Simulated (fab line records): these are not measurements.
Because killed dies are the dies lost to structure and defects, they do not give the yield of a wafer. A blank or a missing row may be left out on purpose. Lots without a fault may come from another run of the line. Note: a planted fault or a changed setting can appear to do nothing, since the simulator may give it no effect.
fab line records + flow sky130
record:
- lots: 6
- wafers: 18
- last-day: 50
route steps=708 shown RES_PROTECT@212 POLY_GATE@213
lots untouched by any fault: they come from a run of this same line in which no faults occurred
start-h: start of the lot's first displayed wafer, in hours after the record's first day + wait-h: hours elapsed since this lot's preceding step + " as in the row above + L1.1+2: one row covering several wafers at once + - either no value or no given start + * or withheld: withheld + < > ~ a bound
route shown NAME@n: NAME is a module with steps in the file, n the number in the route of the first one + usual: the fault-free wafers' mean and standard deviation + same: alike in all rows + chamber/n: place in a boat + sites: per-site readings + _std_site: the values' standard deviation + _edge_site: outer sites' mean less inner sites' + radius-mm: for every site, how far away it sits from the centre of the wafer + mask NAME#n: copy n + behind: tool/chamber where the wafer was last shaped + hold: reason for holding the lot/hours on hold/outcome of the hold + device: names the non-switching transistor (n, p or np) + end of line: the tests these same wafers got at the end of their route + for a step that has no rows: nothing shown but its recipe + killed: not the wafer's yield, but the dies lost to structure and defects at the first sort + map: per-die view of a wafer (x killed, . not killed, _ where there is no die)
set.NAME: the setting the step ran with; set.NAME@STEP: the setting that earlier step ran with + model.NAME: the simulator's own value behind a step, which no gauge read
lots at some steps of the route; a table a step, a row a wafer
services: from which hour (start-h, from the record's first day; less than 0 if before it) a tool's chamber was out of use, for how many hours, and why
== steps ==
step: SKY_RES_PROTECT_DEVELOP_06
recipe:
- resist: NOVOLAK
- developer: TMAH
- develop-time-s: 60
- dev-temp-c: 23
step: SKY_POLY_GATE_IMPLANT_02
recipe:
- species: P
- energy-kev: 30
- dose-cm2: 7.7e+15
- tilt-deg: 0
step: SKY_RES_PROTECT_STRIP_07
recipe:
- chemistry: O2/N2
- power-w: 1400
- pressure-mtorr: 1500
- platen-temp-c: withheld
- o2-flow-sccm: 3000
- n2-flow-sccm: 300
- overash-fraction: 0.5
usual:
- drypump-motor-current-A: 5.6/0.36
- oes-product-au: 0.518/0.0046
- strip-time-to-endpoint-s: 23.30/0.034
| lot.wafer | tool            | chamber | start-h | wait-h | drypump-motor-current-A | oes-product-au | rf-hours-counter-h | strip-time-to-endpoint-s |
|-----------|-----------------|---------|---------|--------|-------------------------|----------------|--------------------|--------------------------|
| L801.1    | plasma-asher-01 | 0       | 346.30  | 0.1    | 4.8                     | 0.512          | 70                 | 23.26                    |
| L801.4    | "               | 1       | "       | "      | 5.5                     | 0.517          | -                  | 23.27                    |
| L801.5    | "               | 1       | "       | "      | 5.4                     | 0.512          | -                  | 23.30                    |
| L810.4    | plasma-asher-03 | 0       | 420.28  | 0.1    | 6.0                     | 0.524          | -                  | 23.30                    |
| L810.5    | "               | 1       | "       | "      | 5.9                     | 0.522          | -                  | 23.29                    |
| L810.6    | "               | 0       | "       | "      | 6.0                     | 0.516          | -                  | 23.31                    |
| L815.1    | plasma-asher-02 | 0       | 463.70  | 0.1    | 5.6                     | 0.515          | 35                 | 23.26                    |
| L815.2    | "               | 1       | "       | "      | 5.8                     | 0.521          | 35                 | 23.22                    |
| L815.3    | "               | 1       | "       | "      | 5.8                     | 0.518          | -                  | 23.26                    |
| L816.1    | plasma-asher-01 | 0       | 469.07  | 0.1    | 4.8                     | 0.513          | 4                  | 23.31                    |
| L816.4    | "               | 0       | "       | "      | 4.8                     | 0.514          | -                  | 23.33                    |
| L816.5    | "               | 0       | "       | "      | 4.8                     | 0.516          | -                  | 23.28                    |
| L822.1    | plasma-asher-02 | 1       | 523.60  | 0.2    | 5.7                     | 0.516          | 39                 | 23.31                    |
| L822.4    | "               | 0       | "       | "      | 5.5                     | 0.527          | -                  | 23.33                    |
| L822.6    | "               | 0       | "       | "      | 5.6                     | 0.519          | -                  | 23.31                    |
| L824.1    | plasma-asher-02 | 0       | 530.22  | 0.2    | 5.6                     | 0.520          | 40                 | 23.29                    |
| L824.5    | "               | 1       | "       | "      | 5.7                     | 0.516          | -                  | 23.31                    |
| L824.6    | "               | 0       | "       | "      | 5.5                     | 0.521          | -                  | 23.32                    |
step: SKY_RES_PROTECT_TW_MEAS_08
usual:
- POLY_GATE_TW: 3985/24
| lot.wafer | tool          | chamber | start-h | wait-h | POLY_GATE_TW |
|-----------|---------------|---------|---------|--------|--------------|
| L801.1    | film-metro-01 | -       | 346.40  | 0.1    | 3972         |
| L801.4    | "             | -       | "       | "      | 3956         |
| L801.5    | "             | -       | "       | "      | 3956         |
| L810.4    | film-metro-03 | -       | 420.38  | 0.1    | 3960         |
| L810.5    | "             | -       | "       | "      | 3968         |
| L810.6    | "             | -       | "       | "      | 3992         |
| L815.1    | film-metro-03 | -       | 463.80  | 0.1    | 3971         |
| L815.2    | "             | -       | "       | "      | 3994         |
| L815.3    | "             | -       | "       | "      | 3988         |
| L816.1    | film-metro-01 | -       | 469.17  | 0.1    | 3961         |
| L816.4    | "             | -       | "       | "      | 3968         |
| L816.5    | "             | -       | "       | "      | 3968         |
| L822.1    | film-metro-04 | -       | 523.70  | 0.1    | 4012         |
| L822.4    | "             | -       | "       | "      | 4011         |
| L822.6    | "             | -       | "       | "      | 4017         |
| L824.1    | film-metro-04 | -       | 530.32  | 0.1    | 4013         |
| L824.5    | "             | -       | "       | "      | 4017         |
| L824.6    | "             | -       | "       | "      | 4014         |
step: SKY_RES_PROTECT_CLEAN_09
recipe:
- chemistry: SC1/SC2
- mix: 1:4:20
- temp-c: 70
- time-s: 150
- dry: n2-spin
step: SKY_POLY_GATE_CVD_03
recipe:
- material: Si3N4
- precursor: DCS/NH3
- target-thk-nm: 75
- temp-c: 770
- time-s: 1290
- pressure-mtorr: 250
step: SKY_POLY_GATE_THK_MEAS_04
recipe:
- reads: Si3N4_of_POLY_GATE_CVD_03
usual:
- POLY_GATE_CVD_03_THK: 75.1/0.56
| lot.wafer | tool          | chamber | start-h | wait-h | POLY_GATE_CVD_03_THK[nm] |
|-----------|---------------|---------|---------|--------|--------------------------|
| L801.1    | film-metro-03 | -       | 347.87  | 0.0    | 75.1                     |
| L801.4    | "             | -       | "       | "      | 74.9                     |
| L801.5    | "             | -       | "       | "      | 75.1                     |
| L810.4    | film-metro-02 | -       | 424.34  | 0.0    | 75.1                     |
| L810.5    | "             | -       | "       | "      | 75.4                     |
| L810.6    | "             | -       | "       | "      | 75.3                     |
| L815.1    | film-metro-02 | -       | 465.27  | 0.0    | 74.9                     |
| L815.2    | "             | -       | "       | "      | 75.3                     |
| L815.3    | "             | -       | "       | "      | 75.1                     |
| L816.1    | film-metro-01 | -       | 471.68  | 0.0    | 75.1                     |
| L816.4    | "             | -       | "       | "      | 75.4                     |
| L816.5    | "             | -       | "       | "      | 75.2                     |
| L822.1    | film-metro-01 | -       | 525.73  | 0.0    | 75.2                     |
| L822.4    | "             | -       | "       | "      | 75.7                     |
| L822.6    | "             | -       | "       | "      | 75.3                     |
| L824.1    | film-metro-03 | -       | 531.79  | 0.0    | 75.8                     |
| L824.5    | "             | -       | "       | "      | 75.4                     |
| L824.6    | "             | -       | "       | "      | 74.9                     |
step: SKY_POLY_GATE_DEHYDRATE_05
recipe:
- temp-c: 200
- time-s: 60
step: SKY_POLY_GATE_HMDS_06
recipe:
- prime-time-s: 60
- prime-temp-c: 120
step: SKY_POLY_GATE_COAT_07
recipe:
- resist: BARC
- temp-c: withheld
- time-s: withheld
- spin-rpm: 3000
- resist-thk-nm: 110
step: SKY_POLY_GATE_COAT_08
recipe:
- resist: KrF-thick
- spin-rpm: 3000
- resist-thk-nm: 450
step: SKY_POLY_GATE_SOFTBAKE_09
recipe:
- temp-c: 100
- time-s: 90
- resist: KrF-thick
step: SKY_POLY_GATE_EXPOSE_10
recipe:
- mask-id: P1M
- na: 0.68
- source-shape: conventional
- sigma-outer: 0.6
- target-cd-nm: 150
- dose-mj: 28
usual:
- exposure-dose-mJ-cm2: 27.995/0.029
- focus-offset-nm: 0.0/0.53
- reticle-temp-C: 22.99/0.12
| lot.wafer | tool           | chamber | start-h | wait-h | mask  | exposure-dose-mJ-cm2 | focus-offset-nm | reticle-temp-C |
|-----------|----------------|---------|---------|--------|-------|----------------------|-----------------|----------------|
| L801.1    | krf-scanner-01 | 0       | 361.41  | -      | P1M#0 | 27.984               | 0.9             | 22.99          |
| L801.4    | "              | 0       | "       | "      | P1M#0 | 27.982               | -0.4            | 22.84          |
| L801.5    | "              | 0       | "       | "      | P1M#0 | 27.981               | -0.1            | 22.91          |
| L810.4    | krf-scanner-02 | 0       | 439.66  | -      | P1M#0 | 27.977               | 0.1             | 23.00          |
| L810.5    | "              | 0       | "       | "      | P1M#0 | 28.015               | 0.2             | 22.85          |
| L810.6    | "              | 0       | "       | "      | P1M#0 | 28.035               | 0.3             | 22.97          |
| L815.1    | krf-scanner-01 | -       | 480.95  | -      | P1M#0 | -                    | -               | -              |
| L815.2    | "              | -       | "       | "      | P1M#0 | -                    | -               | -              |
| L815.3    | "              | -       | "       | "      | P1M#0 | -                    | -               | -              |
| L816.1    | krf-scanner-02 | -       | 487.34  | -      | P1M#0 | -                    | -               | -              |
| L816.4    | "              | -       | "       | "      | P1M#0 | -                    | -               | -              |
| L816.5    | "              | -       | "       | "      | P1M#0 | -                    | -               | -              |
| L822.1    | krf-scanner-01 | 0       | 540.59  | -      | P1M#0 | 28.000               | -0.4            | 22.94          |
| L822.4    | "              | 0       | "       | "      | P1M#0 | 27.988               | 0.7             | 22.81          |
| L822.6    | "              | 0       | "       | "      | P1M#0 | 27.991               | 0.0             | 22.79          |
| L824.1    | krf-scanner-01 | 0       | 546.75  | -      | P1M#0 | 28.028               | -0.1            | 23.00          |
| L824.5    | "              | 0       | "       | "      | P1M#0 | 27.966               | 1.1             | 23.08          |
| L824.6    | "              | 0       | "       | "      | P1M#0 | 27.966               | 0.4             | 23.08          |
step: SKY_POLY_GATE_PEB_11
recipe:
- peb-temp-c: withheld
- peb-time-s: withheld
- resist: KrF-thick
== services ==
| tool            | chamber | start-h | hours | kind       |
|-----------------|---------|---------|-------|------------|
| plasma-asher-02 | -       | 324.62  | 2.8   | pm         |
| plasma-asher-03 | -       | 335.55  | 28.1  | pm         |
| krf-scanner-01  | -       | 341.53  | 4.4   | pm         |
| krf-scanner-02  | -       | 345.90  | 1.0   | pm         |
| krf-scanner-01  | -       | 354.72  | 0.8   | pm         |
| krf-scanner-01  | -       | 357.91  | 1.0   | pm         |
| krf-scanner-02  | -       | 368.01  | 1.3   | pm         |
| krf-scanner-01  | -       | 418.51  | 3.6   | pm         |
| plasma-asher-01 | -       | 421.25  | 9.0   | pm         |
| plasma-asher-01 | 0       | 421.25  | 9.0   | vent-cycle |
| plasma-asher-01 | 1       | 421.25  | 9.0   | vent-cycle |
| krf-scanner-02  | -       | 428.96  | 0.8   | pm         |
| plasma-asher-02 | -       | 437.29  | 2.0   | repair     |
| krf-scanner-02  | -       | 443.66  | 2.1   | repair     |
| plasma-asher-01 | -       | 448.93  | 1.8   | repair     |
| plasma-asher-02 | -       | 467.49  | 22.7  | repair     |
| krf-scanner-01  | -       | 469.81  | 0.2   | repair     |
| krf-scanner-01  | -       | 485.70  | 1.3   | pm         |
| plasma-asher-02 | -       | 498.23  | 4.5   | repair     |
| krf-scanner-02  | -       | 513.15  | 1.0   | pm         |
| krf-scanner-01  | -       | 516.43  | 0.7   | repair     |
| krf-scanner-01  | -       | 523.52  | 0.8   | pm         |
| krf-scanner-01  | -       | 526.91  | 1.0   | pm         |
| krf-scanner-02  | -       | 539.94  | 7.4   | repair     |
== key ==
first-sign:
- step: SKY_POLY_GATE_EXPOSE_10
- reading: tool-record
- direction: missing
effect none on later readings
met-at SKY_POLY_GATE_EXPOSE_10
struck-wafers L815.1,L815.2,L815.3,L816.1,L816.4,L816.5
later-rows-left-out L815.1,L815.2,L815.3,L816.1,L816.4,L816.5
sort-left-out L815.1,L815.2,L815.3,L816.1,L816.4,L816.5
tester-left-out L815,L816
onset-between 439.66 480.95
fault:
- kind: skipped-step-whole
- tool: krf-scanner-01,krf-scanner-02
- chamber: -
- onset-h: 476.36
- steps: SKY_POLY_GATE_EXPOSE_10
- scope: struck-lots-only
tester-left-out: of these lots the tester's yield and bins aren't shown, on N5 and GAA mostly nor the transistor test; their killed dies are dies lost to structure and defects alone, not to doping, threshold or leakage, so they don't give the yield
sort-left-out: the simulated sort isn't trusted on such a fault, so these wafers' sort isn't shown, and their yield isn't known
later-rows-left-out: the simulator's readings of these wafers behind a module that went badly wrong aren't trusted and aren't shown, but for the sort
